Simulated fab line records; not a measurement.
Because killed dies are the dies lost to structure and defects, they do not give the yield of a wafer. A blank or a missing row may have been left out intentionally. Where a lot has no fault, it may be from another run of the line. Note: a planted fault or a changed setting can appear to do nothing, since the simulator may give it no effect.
Which tool is to blame? + flow sky130 + Sampling: 10 lots, 30 wafers, 6 of 708 route steps

## WHAT EACH GAUGE READ, for each wafer
SKY_SONOS_TUNNEL_OVL_MEAS_08.
| lot  | measured     | on         | SONOS_TUNNEL_OVL (nm) |
|------|--------------|------------|-----------------------|
| L271 | day 12 11:05 | overlay-02 | 0.2 -1.8 0.6          |
| L272 | day 12 19:35 | overlay-01 | -0.9 -0.8 0.7         |
| L273 | day 12 21:33 | overlay-01 | 3.8 1.6 0.3           |
| L280 | day 15 10:25 | overlay-02 | -0.7 -0.3 0.7         |
| L281 | day 15 18:57 | overlay-01 | -0.4 1.1 0.5          |
| L283 | day 16 15:27 | overlay-02 | -0.6 -1.6 0.8         |
| L286 | day 17 09:39 | overlay-01 | -1.3 1.2 -1.2         |
| L288 | day 18 08:29 | overlay-02 | 1.1 1.0 1.5           |
| L289 | day 18 16:14 | overlay-02 | 2.0 0.6 -0.4          |
| L290 | day 18 20:06 | overlay-01 | 1.1 -1.1 -0.9         |

SKY_GATE_OXIDE_TW_MEAS_14.
| lot  | measured     | on            | GATE_OXIDE_TW |
|------|--------------|---------------|---------------|
| L271 | day 14 23:28 | film_metro-03 | 223 224 224   |
| L272 | day 15 09:13 | film_metro-02 | 219 219 218   |
| L273 | day 15 08:55 | film_metro-04 | 230 230 230   |
| L280 | day 18 05:23 | film_metro-04 | 227 229 229   |
| L281 | day 18 20:13 | film_metro-02 | 220 219 220   |
| L283 | day 19 22:23 | film_metro-02 | 220 219 220   |
| L286 | day 20 10:01 | film_metro-02 | 219 219 218   |
| L288 | day 21 12:19 | film_metro-03 | 223 222 222   |
| L289 | day 21 14:04 | film_metro-03 | 223 222 222   |
| L290 | day 21 18:26 | film_metro-02 | 219 219 219   |

SKY_POLY_GATE_THK_MEAS_04.
| lot  | measured     | on            | POLY_GATE_CVD_03_THK (nm) |
|------|--------------|---------------|---------------------------|
| L271 | day 16 11:04 | film_metro-01 | 135.3 135.0 135.6         |
| L272 | day 16 18:57 | film_metro-04 | 134.4 134.5 134.5         |
| L273 | day 16 16:49 | film_metro-01 | 134.6 134.2 135.6         |
| L280 | day 19 23:09 | film_metro-04 | 74.3 75.1 75.1            |
| L281 | day 20 07:22 | film_metro-03 | 75.0 74.6 74.3            |
| L283 | day 21 10:20 | film_metro-03 | 74.3 74.6 74.6            |
| L286 | day 22 01:06 | film_metro-01 | 74.5 74.7 74.6            |
| L288 | day 22 23:26 | film_metro-01 | 75.0 75.4 75.4            |
| L289 | day 23 03:59 | film_metro-03 | 74.5 75.0 75.0            |
| L290 | day 23 05:21 | film_metro-03 | 74.0 74.5 74.1            |

SKY_POLY_GATE_CD_MEAS_22.
| lot  | measured     | on        | cd_nm (nm)        |
|------|--------------|-----------|-------------------|
| L271 | day 17 23:42 | cd_sem-01 | 149.4 150.5 152.2 |
| L272 | day 18 07:55 | cd_sem-02 | 151.1 147.6 150.3 |
| L273 | day 17 23:44 | cd_sem-02 | 146.2 151.9 150.4 |
| L280 | day 21 07:55 | cd_sem-02 | 149.1 146.6 148.1 |
| L281 | day 21 15:16 | cd_sem-01 | 151.7 147.4 150.4 |
| L283 | day 22 19:29 | cd_sem-02 | 146.6 149.0 147.7 |
| L286 | day 23 09:27 | cd_sem-02 | 149.3 155.3 151.0 |
| L288 | day 24 07:26 | cd_sem-02 | 151.5 148.7 150.9 |
| L289 | day 24 12:52 | cd_sem-01 | 149.8 150.3 146.2 |
| L290 | day 24 14:09 | cd_sem-01 | 146.6 144.8 146.7 |

## TOOL THAT RAN EACH LOT (tool first, then ch and the chambers of the sampled wafers, then the start)
| lot  | SKY_POLY_GATE_CVD_03        | SKY_POLY_GATE_ETCH_16              |
|------|-----------------------------|------------------------------------|
| L271 | lpcvd-02 ch 0, day 16 09:43 | rie_diel-02 ch 2,3, day 17 16:25   |
| L272 | lpcvd-02 ch 0, day 16 17:35 | rie_diel-03 ch 0,2,3, day 17 23:34 |
| L273 | lpcvd-02 ch 0, day 16 15:27 | rie_diel-04 ch 0,2,3, day 17 21:10 |
| L280 | lpcvd-02 ch 0, day 19 21:46 | rie_diel-04 ch 0,1,2, day 21 06:13 |
| L281 | lpcvd-02 ch 0, day 20 06:00 | rie_diel-02 ch 0,3, day 21 13:19   |
| L283 | lpcvd-02 ch 0, day 21 08:57 | rie_diel-02 ch 2,3, day 22 17:49   |
| L286 | lpcvd-02 ch 0, day 21 23:44 | rie_diel-02 ch 0,3, day 23 07:49   |
| L288 | lpcvd-02 ch 0, day 22 22:05 | rie_diel-04 ch 1,2, day 24 05:49   |
| L289 | lpcvd-02 ch 1, day 23 02:37 | rie_diel-03 ch 0,1,3, day 24 10:10 |
| L290 | lpcvd-02 ch 1, day 23 03:59 | rie_diel-02 ch 0,1,3, day 24 11:49 |
- SKY_POLY_GATE_CVD_03: deposits Si3N4 from DCS/NH3, target thk 75 nm, time 1290 s.
- SKY_POLY_GATE_ETCH_16: etches Si3N4 in CH3F/O2, stops on poly-Si, time 147.5 s, target depth 75 nm.

## AS READ BY THE TOOLS THEMSELVES (means over the sampled wafers that have a number; for cases with no such wafer, the mark the record gives instead)
SKY_POLY_GATE_CVD_03.
| lot  | tool     | susceptor_temp_C (C) | zone_power_lower_pct (%) |
|------|----------|----------------------|--------------------------|
| L271 | lpcvd-02 | 770.2                | 13.2                     |
| L272 | lpcvd-02 | 770.2                | 13.3                     |
| L273 | lpcvd-02 | 770.2                | 13.3                     |
| L280 | lpcvd-02 | 769.4                | 13.3                     |
| L281 | lpcvd-02 | 769.7                | 13.3                     |
| L283 | lpcvd-02 | 770.3                | 13.2                     |
| L286 | lpcvd-02 | 769.8                | 13.4                     |
| L288 | lpcvd-02 | 769.8                | 13.2                     |
| L289 | lpcvd-02 | 770.3                | 14.2                     |
| L290 | lpcvd-02 | 770.2                | 14.2                     |

SKY_POLY_GATE_ETCH_16.
| lot  | tool        | drypump_motor_current_A (A) | oes_product_au (a.u.) | rf_fwd_power_W (W) | throttle_valve_pct (%) |
|------|-------------|-----------------------------|-----------------------|--------------------|------------------------|
| L271 | rie_diel-02 | 5.5                         | 0.852                 | 398.2              | 10.566                 |
| L272 | rie_diel-03 | 5.4                         | 0.850                 | 397.9              | 10.559                 |
| L273 | rie_diel-04 | 5.4                         | 0.848                 | 399.8              | 10.575                 |
| L280 | rie_diel-04 | 5.4                         | 0.638                 | 398.6              | 10.537                 |
| L281 | rie_diel-02 | 5.4                         | 0.641                 | 396.8              | 10.538                 |
| L283 | rie_diel-02 | 5.5                         | 0.636                 | 398.3              | 10.531                 |
| L286 | rie_diel-02 | 5.4                         | 0.644                 | 398.2              | 10.534                 |
| L288 | rie_diel-04 | 5.2                         | 0.640                 | 399.3              | 10.536                 |
| L289 | rie_diel-03 | 5.2                         | 0.639                 | 398.8              | 10.543                 |
| L290 | rie_diel-02 | 5.6                         | 0.637                 | 398.3              | 10.538                 |

## THE ANSWER, worked out from the rows above alone
Rule: what is usual is taken from the lots themselves. The widest of any qualifying gaps counts: lots, ordered by their means at a reading, are off when they make up no more than a third of the lots, leave a main group of 4 or more, and stand apart from it by 3 or more times the standard deviation of that group's means. The tables above print the reading to a certain number of digits; a main group whose means all agree to those digits is not used. Also off: a lot with no number at a reading for which 4 or more lots have one. The other lots that the step has rows for count as sound. After the gauges, taken in route order, come the tools' own readings; for these a lot's mean is taken, as printed above. At the first step where some lot is off, the reading lying furthest off is the one used; lots without a number count as furthest.
Off: L271, L272, L273, seen at SKY_POLY_GATE_THK_MEAS_04 (POLY_GATE_CVD_03_THK). The main group: mean 74.7 nm, standard deviation 0.31.
A tool fits if, at a process step before that reading, it ran every lot that is off, and no sound lot after the first of them. The gauges at SKY_POLY_GATE_THK_MEAS_04 aren't tried: what is off there is off at SKY_POLY_GATE_ETCH_16 too, on other tools, and a gauge's error can't cause that. None of those tried fits.

## WHAT THE SIMULATOR PUT IN
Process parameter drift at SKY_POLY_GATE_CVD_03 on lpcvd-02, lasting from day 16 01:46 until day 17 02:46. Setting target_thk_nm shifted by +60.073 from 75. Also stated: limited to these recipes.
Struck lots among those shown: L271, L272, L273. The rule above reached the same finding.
